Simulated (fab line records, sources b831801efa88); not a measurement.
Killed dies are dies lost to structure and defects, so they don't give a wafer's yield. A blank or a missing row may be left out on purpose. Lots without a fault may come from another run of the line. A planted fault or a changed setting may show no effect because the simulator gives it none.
Chamber matching | flow sky130 | SKY_CONTACT_ETCH_16 on rie_diel-01: 4 sister chambers
The step etches BARC in N2/H2, stops on SiO2, time 45.9 s, target depth 60 nm. 4 wafers are shown with their chamber, then 9 later ones without.

WAFERS WITH THEIR CHAMBER
wafer  | chamber | drypump_motor_current_A (A)
L088.5 | 1       | 5.64
L088.6 | 2       | 5.54
L089.5 | 0       | 5.60
L089.6 | 3       | 5.55

WAFERS WITHOUT THEIR CHAMBER
wafer  | drypump_motor_current_A (A)
L090.2 | 5.52
L090.3 | 5.66
L090.5 | 5.56
L091.4 | 5.61
L091.5 | 5.57
L091.6 | 5.65
L095.1 | 5.65
L095.2 | 5.56
L095.5 | 5.56

WHICH CHAMBER EACH WENT THROUGH
wafer  | from the rows above          | in truth
L090.2 | can't be placed: 2 or 3      | 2
L090.3 | 1                            | 1
L090.5 | can't be placed: 3 or 2      | 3
L091.4 | can't be placed: 0 or 1      | 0
L091.5 | can't be placed: 3 or 0 or 2 | 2
L091.6 | 1                            | 1
L095.1 | 1                            | 1
L095.2 | can't be placed: 3 or 2      | 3
L095.5 | can't be placed: 3 or 2      | 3
Placed correctly: 3 of 9. Can't be placed from these rows: 6 (the true chamber is among the candidates in 6). Placed wrongly: 0.
How it was worked out, from the rows above alone: a wafer's distance from a chamber is the root of the sum, over the readings, of the square of ((its reading less the chamber's mean) divided by the reading's scatter). The wafer belongs to the nearest chamber; if the next one is less than 2 further off, it can't be placed. A chamber's mean is the mean of its shown wafers. The scatter: with one shown wafer a chamber, the root of the mean of the squares of how far each hidden wafer lies from its nearest shown one.
